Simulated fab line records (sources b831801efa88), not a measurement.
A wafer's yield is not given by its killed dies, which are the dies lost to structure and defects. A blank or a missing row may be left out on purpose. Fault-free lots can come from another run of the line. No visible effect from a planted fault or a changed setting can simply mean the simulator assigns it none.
fab line records -- flow sky130
record: lots: 15, wafers: 44, last-day: 50
route steps=708 shown VIA2@519 METAL3@564
lots that met no fault: taken from a fault-free run of the same line
start-h: hours from the record's opening day to when the first of the lot's shown wafers began -- wait-h: hours elapsed since this lot's preceding step -- " the same as in the row above -- L1.1+2: several wafers, shown together as one row -- - value missing, or start not given -- * or withheld: withheld -- < > ~ a bound
route shown NAME@n: NAME is a module with steps in the file, n the number in the route of the first one -- usual: mean/standard deviation taken from wafers without a fault -- same: alike in all rows -- chamber/n: place in a boat -- sites: the reading at each site -- _std_site: the values' standard deviation -- _edge_site: mean of outer sites minus mean of inner sites -- radius-mm: for every site, how far away it sits from the centre of the wafer -- mask NAME#n: copy n -- behind: the tool/chamber that last shaped the wafer -- hold: what put the lot on hold/how long, in hours/how the hold closed -- device: names the non-switching transistor (n, p or np) -- end of line: tests run on the same wafers once the route is complete -- for a step that has no rows: nothing shown but its recipe -- killed: the dies lost at the first sort to structure and to defects; this is not the yield of the wafer -- map: dies across one wafer; x = killed, . = not, _ = none there
set.NAME: the setting the step ran with; set.NAME@STEP: the setting that earlier step ran with -- model.NAME: the simulator's own value behind a step, which no gauge read
one table for each step of the route and one row for each wafer, over a sample of lots
services: the hour from which a tool's chamber was out of use, counted from the record's first day as start-h (under 0 if before that day), plus the number of hours and why
== steps ==
step: SKY_VIA2_CD_MEAS_12
recipe: target-cd-nm: 200
usual: cd-nm: 199.6/1.4
lot.wafer,tool,chamber,start-h,wait-h,cd-nm
L465.1,cd-sem-01,-,857.00,-,200.9
L465.2,cd-sem-01,-,857.00,-,199.9
L465.5,cd-sem-01,-,857.00,-,198.7
L467.1,cd-sem-01,-,870.26,-,199.5
L467.4,cd-sem-01,-,870.26,-,199.8
L467.5,cd-sem-01,-,870.26,-,201.0
L468.1,cd-sem-01,-,873.75,-,199.2
L468.2,cd-sem-01,-,873.75,-,199.6
L468.5,cd-sem-01,-,873.75,-,199.4
L469.1,cd-sem-02,-,899.25,-,199.1
L469.2,cd-sem-02,-,899.25,-,198.1
L469.6,cd-sem-02,-,899.25,-,199.7
L470.2,cd-sem-01,-,903.28,-,201.3
L470.3,cd-sem-01,-,903.28,-,198.6
L470.6,cd-sem-01,-,903.28,-,199.7
L471.1,cd-sem-01,-,904.81,-,197.8
L471.4,cd-sem-01,-,904.81,-,197.2
L471.6,cd-sem-01,-,904.81,-,198.6
L472.3,cd-sem-01,-,909.51,-,202.6
L472.5,cd-sem-01,-,909.51,-,201.4
L472.6,cd-sem-01,-,909.51,-,202.2
L474.2,cd-sem-01,-,935.03,-,200.8
L474.4,cd-sem-01,-,935.03,-,200.1
L474.6,cd-sem-01,-,935.03,-,200.6
L477.1,cd-sem-01,-,955.10,-,200.6
L477.4,cd-sem-01,-,955.10,-,199.5
L480.1,cd-sem-02,-,963.35,-,198.5
L480.2,cd-sem-02,-,963.35,-,200.2
L480.5,cd-sem-02,-,963.35,-,199.5
L482.2,cd-sem-01,-,980.47,-,198.1
L482.5,cd-sem-01,-,980.47,-,198.4
L482.6,cd-sem-01,-,980.47,-,197.3
L481.1,cd-sem-01,-,981.82,-,199.4
L481.3,cd-sem-01,-,981.82,-,198.5
L481.4,cd-sem-01,-,981.82,-,198.3
L486.3,cd-sem-01,-,1009.99,-,196.8
L486.4,cd-sem-01,-,1009.99,-,197.0
L486.5,cd-sem-01,-,1009.99,-,197.1
L485.3,cd-sem-02,-,1010.50,-,198.0
L485.4,cd-sem-02,-,1010.50,-,199.0
L485.5,cd-sem-02,-,1010.50,-,199.6
L487.2,cd-sem-02,-,1013.13,-,198.9
L487.3,cd-sem-02,-,1013.13,-,201.6
L487.4,cd-sem-02,-,1013.13,-,199.4
step: SKY_VIA2_CVD_21
recipe: material: W, target-thk-nm: 420, time-s: 126.4, temp-c: 400, pressure-torr: 40
usual: heater-power-outer-w: 519/57, heater-power-w: 842/90
lot.wafer,tool,chamber,start-h,wait-h,heater-power-outer-w,heater-power-w
L465.1,cvd-w-02,0,857.92,0.0,513,765
L465.2,cvd-w-02,1,857.92,0.0,441,800
L465.5,cvd-w-02,1,857.92,0.0,451,778
L467.1,cvd-w-01,1,871.21,0.0,586,991
L467.4,cvd-w-01,0,871.21,0.0,583,913
L467.5,cvd-w-01,1,871.21,0.0,588,964
L468.1,cvd-w-01,1,874.67,0.0,581,984
L468.2,cvd-w-01,0,874.67,0.0,578,925
L468.5,cvd-w-01,0,874.67,0.0,576,919
L469.1,cvd-w-01,0,900.24,0.0,586,903
L469.2,cvd-w-01,1,900.24,0.0,587,990
L469.6,cvd-w-01,1,900.24,0.0,603,962
L470.2,cvd-w-02,1,904.22,0.0,439,801
L470.3,cvd-w-02,0,904.22,0.0,512,757
L470.6,cvd-w-02,0,904.22,0.0,506,742
L471.1,cvd-w-02,0,905.73,0.0,535,730
L471.4,cvd-w-02,0,905.73,0.0,517,747
L471.6,cvd-w-02,0,905.73,0.0,511,747
L472.3,cvd-w-02,1,910.43,0.1,450,797
L472.5,cvd-w-02,0,910.43,0.1,504,728
L472.6,cvd-w-02,1,910.43,0.1,424,807
L474.2,cvd-w-02,0,935.98,0.0,507,730
L474.4,cvd-w-02,0,935.98,0.0,511,760
L474.6,cvd-w-02,1,935.98,0.0,448,798
L477.1,cvd-w-01,0,956.02,0.0,545,867
L477.4,cvd-w-01,0,956.02,0.0,559,871
L480.1,cvd-w-02,1,964.27,0.0,432,785
L480.2,cvd-w-02,0,964.27,0.0,515,758
L480.5,cvd-w-02,1,964.27,0.0,451,805
L482.2,cvd-w-02,0,981.37,0.0,530,737
L482.5,cvd-w-02,0,981.37,0.0,514,763
L482.6,cvd-w-02,1,981.37,0.0,447,790
L481.1,cvd-w-02,0,982.77,0.0,503,772
L481.3,cvd-w-02,0,982.77,0.0,508,753
L481.4,cvd-w-02,1,982.77,0.0,439,787
L486.3,cvd-w-02,1,1010.92,0.1,442,803
L486.4,cvd-w-02,0,1010.92,0.1,501,750
L486.5,cvd-w-02,1,1010.92,0.1,443,794
L485.3,cvd-w-01,1,1011.43,0.1,580,973
L485.4,cvd-w-01,0,1011.43,0.1,551,855
L485.5,cvd-w-01,1,1011.43,0.1,586,1019
L487.2,cvd-w-02,1,1014.04,0.0,451,797
L487.3,cvd-w-02,1,1014.04,0.0,446,794
L487.4,cvd-w-02,0,1014.04,0.0,522,742
step: SKY_METAL3_OVL_MEAS_14
usual: METAL3_OVL: 0/5.9
lot.wafer,tool,chamber,start-h,wait-h,METAL3_OVL[nm]
L465.1,overlay-02,-,910.62,0.1,-7
L465.2,overlay-02,-,910.62,0.1,-3
L465.5,overlay-02,-,910.62,0.1,-11
L467.1,overlay-01,-,923.13,0.1,4
L467.4,overlay-01,-,923.13,0.1,-2
L467.5,overlay-01,-,923.13,0.1,6
L468.1,overlay-01,-,925.78,0.1,0
L468.2,overlay-01,-,925.78,0.1,10
L468.5,overlay-01,-,925.78,0.1,7
L469.1,overlay-02,-,951.53,0.1,-17
L469.2,overlay-02,-,951.53,0.1,-8
L469.6,overlay-02,-,951.53,0.1,-3
L470.2,overlay-02,-,956.09,0.1,-1
L470.3,overlay-02,-,956.09,0.1,-1
L470.6,overlay-02,-,956.09,0.1,7
L471.1,overlay-01,-,958.12,0.1,9
L471.4,overlay-01,-,958.12,0.1,7
L471.6,overlay-01,-,958.12,0.1,5
L472.3,overlay-02,-,961.23,0.1,-5
L472.5,overlay-02,-,961.23,0.1,-2
L472.6,overlay-02,-,961.23,0.1,5
L474.2,overlay-02,-,986.39,0.1,-2
L474.4,overlay-02,-,986.39,0.1,-9
L474.6,overlay-02,-,986.39,0.1,3
L477.1,overlay-01,-,1004.90,0.1,-6
L477.4,overlay-01,-,1004.90,0.1,-2
L480.1,overlay-01,-,1012.62,0.1,4
L480.2,overlay-01,-,1012.62,0.1,-2
L480.5,overlay-01,-,1012.62,0.1,6
L482.2,overlay-01,-,1029.04,0.1,-6
L482.5,overlay-01,-,1029.04,0.1,-11
L482.6,overlay-01,-,1029.04,0.1,-7
L481.1,overlay-01,-,1031.22,0.1,0
L481.3,overlay-01,-,1031.22,0.1,3
L481.4,overlay-01,-,1031.22,0.1,6
L486.3,overlay-02,-,1058.97,0.1,-4
L486.4,overlay-02,-,1058.97,0.1,4
L486.5,overlay-02,-,1058.97,0.1,9
L485.3,overlay-01,-,1059.32,0.1,-3
L485.4,overlay-01,-,1059.32,0.1,-3
L485.5,overlay-01,-,1059.32,0.1,-9
L487.2,overlay-02,-,1061.13,0.1,6
L487.3,overlay-02,-,1061.13,0.1,3
L487.4,overlay-02,-,1061.13,0.1,-1
step: SKY_METAL3_ETCH_17
recipe: target: SiO2, stop-on: TiN, chemistry: C4F8/O2/Ar, source-w: 1500, bias-w: 1200, pressure-mtorr: 40, c4f8-flow-sccm: withheld, O2_flow_sccm: 6, Ar_flow_sccm: 300, time-s: 3.9, target-depth-a: 150
usual: bias-w: 1200/3.5, chamber-pressure-mTorr: 40.00/0.034, oes-product-au: 0.757/0.0073
lot.wafer,tool,chamber,start-h,wait-h,bias-w,chamber-pressure-mTorr,oes-product-au
L465.1,rie-diel-02,2,910.79,0.1,1201,40.09,0.752
L465.2,rie-diel-02,1,910.79,0.1,1194,39.99,0.768
L465.5,rie-diel-02,1,910.79,0.1,1194,40.06,0.760
L467.1,rie-diel-02,3,923.30,0.1,1198,40.00,0.751
L467.4,rie-diel-02,3,923.30,0.1,1199,40.00,0.742
L467.5,rie-diel-02,1,923.30,0.1,1193,40.00,0.753
L468.1,rie-diel-04,0,925.95,0.1,1199,40.00,0.737
L468.2,rie-diel-04,3,925.95,0.1,1203,40.02,0.751
L468.5,rie-diel-04,1,925.95,0.1,1199,40.02,0.766
L469.1,rie-diel-04,3,951.70,0.1,1203,39.94,0.762
L469.2,rie-diel-04,0,951.70,0.1,1197,40.02,0.750
L469.6,rie-diel-04,1,951.70,0.1,1206,39.98,0.768
L470.2,rie-diel-02,1,956.25,0.1,1197,40.02,0.758
L470.3,rie-diel-02,2,956.25,0.1,1202,40.01,0.749
L470.6,rie-diel-02,3,956.25,0.1,1202,40.00,0.759
L471.1,rie-diel-02,2,958.29,0.1,1198,39.99,0.753
L471.4,rie-diel-02,3,958.29,0.1,1196,39.96,0.766
L471.6,rie-diel-02,3,958.29,0.1,1204,39.98,0.761
L472.3,rie-diel-01,2,961.39,0.0,1201,39.98,0.754
L472.5,rie-diel-01,2,961.39,0.0,1207,40.01,0.752
L472.6,rie-diel-01,3,961.39,0.0,1196,40.03,0.763
L474.2,rie-diel-02,2,986.59,0.1,1209,40.01,0.757
L474.4,rie-diel-02,1,986.59,0.1,1194,39.93,0.765
L474.6,rie-diel-02,1,986.59,0.1,1200,40.03,0.769
L477.1,rie-diel-01,1,1005.07,0.1,1203,40.00,0.764
L477.4,rie-diel-01,3,1005.07,0.1,1195,39.95,0.774
L480.1,rie-diel-01,0,1012.79,0.1,-,-,-
L480.2,rie-diel-01,3,1012.79,0.1,-,-,-
L480.5,rie-diel-01,3,1012.79,0.1,-,-,-
L482.2,rie-diel-02,3,1029.20,0.1,-,-,-
L482.5,rie-diel-02,3,1029.20,0.1,-,-,-
L482.6,rie-diel-02,2,1029.20,0.1,-,-,-
L481.1,rie-diel-01,0,1031.39,0.1,-,-,-
L481.3,rie-diel-01,3,1031.39,0.1,-,-,-
L481.4,rie-diel-01,2,1031.39,0.1,-,-,-
L486.3,rie-diel-01,1,1059.12,0.0,1199,39.99,0.745
L486.4,rie-diel-01,2,1059.12,0.0,1204,40.02,0.744
L486.5,rie-diel-01,2,1059.12,0.0,1200,39.96,0.754
L485.3,rie-diel-02,2,1059.47,0.0,1198,40.03,0.751
L485.4,rie-diel-02,3,1059.47,0.0,1196,40.03,0.755
L485.5,rie-diel-02,3,1059.47,0.0,1193,40.02,0.748
L487.2,rie-diel-02,2,1061.29,0.1,1200,40.01,0.741
L487.3,rie-diel-02,1,1061.29,0.1,1200,40.03,0.755
L487.4,rie-diel-02,0,1061.29,0.1,1201,40.00,0.749
== services ==
tool,chamber,start-h,hours,kind
rie-diel-04,3,853.37,7.4,repair
rie-diel-02,0,855.87,4.3,repair
rie-diel-01,-,857.77,0.6,repair
rie-diel-02,1,857.86,3.7,repair
rie-diel-01,-,865.98,2.8,pm
rie-diel-04,0,881.71,4.0,repair
cvd-w-01,-,882.83,14.6,pm
rie-diel-04,3,887.79,5.6,repair
cvd-w-01,-,904.00,14.0,pm
cvd-w-01,0,904.00,14.0,vent-cycle
cvd-w-01,1,904.00,14.0,vent-cycle
rie-diel-02,-,917.63,0.2,repair
cvd-w-01,0,918.00,-,clean
cvd-w-01,1,918.00,-,clean
rie-diel-01,3,921.82,28.7,repair
rie-diel-02,0,922.45,3.1,repair
rie-diel-04,0,935.67,9.3,repair
rie-diel-01,2,1025.07,4.6,repair
== key ==
first-sign: step: SKY_METAL3_ETCH_17, reading: tool-record, direction: missing
effect none on later readings
met-at SKY_METAL3_ETCH_17
struck-lots L480,L481,L482
later-rows-left-out L480.1,L480.2,L480.5,L481.1,L481.3,L481.4,L482.2,L482.5,L482.6
sort-left-out L480.1,L480.2,L480.5,L481.1,L481.3,L481.4,L482.2,L482.5,L482.6
not-acting-at SKY_VIA2_CD_MEAS_12,SKY_VIA2_CVD_21,SKY_METAL3_OVL_MEAS_14
onset-between 1005.07 1012.79
fault: kind: skipped-step-whole, tool: rie-diel-01,rie-diel-02, chamber: -, onset-h: 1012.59, steps: SKY_METAL3_ETCH_17, scope: struck-lots-only
sort-left-out: the simulated sort isn't trusted on such a fault, so these wafers' sort isn't shown, and their yield isn't known
later-rows-left-out: the simulator's readings of these wafers behind a module that went badly wrong aren't trusted and aren't shown, but for the sort
